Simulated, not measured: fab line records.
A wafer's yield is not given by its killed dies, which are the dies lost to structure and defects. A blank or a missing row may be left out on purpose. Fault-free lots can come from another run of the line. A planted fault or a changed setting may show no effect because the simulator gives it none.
Which tool was responsible? / flow gf180mcu / 13 lots with 39 wafers sampled at 2 steps, on a route of 602 steps

## WHAT EACH GAUGE READ, for each wafer
GF_HV_LDD_TW_MEAS_23.
lot=L182; measured=day 10 20:40; on=film_metro-04; HV_LDD_2_TW=1047 1044 1044
lot=L184; measured=day 11 10:26; on=film_metro-02; HV_LDD_2_TW=1055 1052 1055
lot=L183; measured=day 11 14:37; on=film_metro-02; HV_LDD_2_TW=1053 1058 1057
lot=L185; measured=day 11 21:22; on=film_metro-02; HV_LDD_2_TW=1062 1058 1061
lot=L186; measured=day 12 04:18; on=film_metro-03; HV_LDD_2_TW=1044 1037 1043
lot=L189; measured=day 13 01:52; on=film_metro-04; HV_LDD_2_TW=1052 1054 1054
lot=L195; measured=day 15 01:48; on=film_metro-02; HV_LDD_2_TW=1682 1665 1674
lot=L196; measured=day 15 09:25; on=film_metro-03; HV_LDD_2_TW=1647 1636 1652
lot=L198; measured=day 16 01:12; on=film_metro-02; HV_LDD_2_TW=1055 1065 1059
lot=L200; measured=day 16 13:12; on=film_metro-04; HV_LDD_2_TW=1051 1045 1050
lot=L201; measured=day 16 17:34; on=film_metro-04; HV_LDD_2_TW=1051 1052 1050
lot=L202; measured=day 17 09:19; on=film_metro-03; HV_LDD_2_TW=1034 1027 1031
lot=L205; measured=day 18 07:04; on=film_metro-04; HV_LDD_2_TW=1053 1053 1043

## WHICH TOOL RAN EACH LOT (tool, then ch and the chambers of the sampled wafers, then the start)
lot=L182; GF_HV_LDD_IMPLANT_21=implanter-03 ch 0, day 10 20:25
lot=L184; GF_HV_LDD_IMPLANT_21=implanter-02 ch 0, day 11 10:11
lot=L183; GF_HV_LDD_IMPLANT_21=implanter-01 ch 0, day 11 14:20
lot=L185; GF_HV_LDD_IMPLANT_21=implanter-02 ch 0, day 11 21:07
lot=L186; GF_HV_LDD_IMPLANT_21=implanter-02 ch 0, day 12 04:03
lot=L189; GF_HV_LDD_IMPLANT_21=implanter-03 ch 0, day 13 01:38
lot=L195; GF_HV_LDD_IMPLANT_21=implanter-02 ch 0, day 15 01:33
lot=L196; GF_HV_LDD_IMPLANT_21=implanter-02 ch 0, day 15 09:11
lot=L198; GF_HV_LDD_IMPLANT_21=implanter-03 ch 0, day 16 00:58
lot=L200; GF_HV_LDD_IMPLANT_21=implanter-03 ch 0, day 16 12:58
lot=L201; GF_HV_LDD_IMPLANT_21=implanter-03 ch 0, day 16 17:20
lot=L202; GF_HV_LDD_IMPLANT_21=implanter-03 ch 0, day 17 09:05
lot=L205; GF_HV_LDD_IMPLANT_21=implanter-01 ch 0, day 18 06:49
- GF_HV_LDD_IMPLANT_21

## AS READ BY THE TOOLS THEMSELVES (means over the sampled wafers that have a number; for cases with no such wafer, the mark the record gives instead)
GF_HV_LDD_IMPLANT_21.
lot=L182; tool=implanter-03; beam_on_s (s)=9.96; dose_ions_cm2=4.997e+13; faraday_current_uA=283
lot=L184; tool=implanter-02; beam_on_s (s)=10.08; dose_ions_cm2=4.995e+13; faraday_current_uA=279
lot=L183; tool=implanter-01; beam_on_s (s)=9.99; dose_ions_cm2=5.000e+13; faraday_current_uA=282
lot=L185; tool=implanter-02; beam_on_s (s)=10.10; dose_ions_cm2=5.001e+13; faraday_current_uA=279
lot=L186; tool=implanter-02; beam_on_s (s)=10.17; dose_ions_cm2=4.990e+13; faraday_current_uA=277
lot=L189; tool=implanter-03; beam_on_s (s)=9.86; dose_ions_cm2=4.995e+13; faraday_current_uA=285
lot=L195; tool=implanter-02; beam_on_s (s)=15.47; dose_ions_cm2=2.177e+14; faraday_current_uA=792
lot=L196; tool=implanter-02; beam_on_s (s)=15.04; dose_ions_cm2=2.177e+14; faraday_current_uA=815
lot=L198; tool=implanter-03; beam_on_s (s)=10.06; dose_ions_cm2=5.002e+13; faraday_current_uA=280
lot=L200; tool=implanter-03; beam_on_s (s)=10.00; dose_ions_cm2=5.001e+13; faraday_current_uA=282
lot=L201; tool=implanter-03; beam_on_s (s)=9.82; dose_ions_cm2=5.003e+13; faraday_current_uA=287
lot=L202; tool=implanter-03; beam_on_s (s)=10.11; dose_ions_cm2=5.005e+13; faraday_current_uA=279
lot=L205; tool=implanter-01; beam_on_s (s)=10.10; dose_ions_cm2=5.003e+13; faraday_current_uA=279

## THE ANSWER, worked out from the rows above alone
Rule: usual is defined by the lots themselves. The widest of any qualifying gaps counts: lots, ordered by their means at a reading, are off when they make up no more than a third of the lots, leave a main group of 4 or more, and stand apart from it by 3 or more times the standard deviation of that group's means. A main group whose means are all the same, to the digits that the tables above print for the reading, isn't used. Also off: a lot with no number at a reading for which 4 or more lots have one. Where the step has rows for the other lots, those lots are counted as sound. First the gauges in route order, then the tools' own readings, where a lot's mean is used as printed above. The first step at which some lot is off is used, and at that step the reading that is off furthest; a lot without a number counts as furthest.
Off: L195, L196, at GF_HV_LDD_TW_MEAS_23 (HV_LDD_2_TW). For the main group the mean is 1050 and the standard deviation 8.2.
A tool fits if, at a process step before that reading, it ran every lot that is off, and no sound lot after the first of them. The gauges at GF_HV_LDD_TW_MEAS_23 aren't tried: what is off there is off at GF_HV_LDD_IMPLANT_21 too, on other tools, and a gauge's error can't cause that. One fits: implanter-02 at GF_HV_LDD_IMPLANT_21. A fault onset in the window from L186 (day 12 04:03, its last sound lot) to L195 (day 15 01:33, its first lot off) fits.
The tool's own readings at GF_HV_LDD_IMPLANT_21 bear it out: on the lots that are off they differ by more than 5 times the standard deviation of the sound lots' means. beam_on_s reads 15.25 s there against 10.02 s on the sound lots; dose_ions_cm2 reads 2.177e+14 there against 4.999e+13 on the sound lots; faraday_current_uA reads 804 there against 281 on the sound lots.

## WHAT THE SIMULATOR HAD PUT IN
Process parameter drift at GF_HV_LDD_IMPLANT_21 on implanter-02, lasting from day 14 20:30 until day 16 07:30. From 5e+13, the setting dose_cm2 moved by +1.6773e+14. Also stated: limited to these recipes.
Lots struck among those shown: L195, L196. The same result came from the rule above.
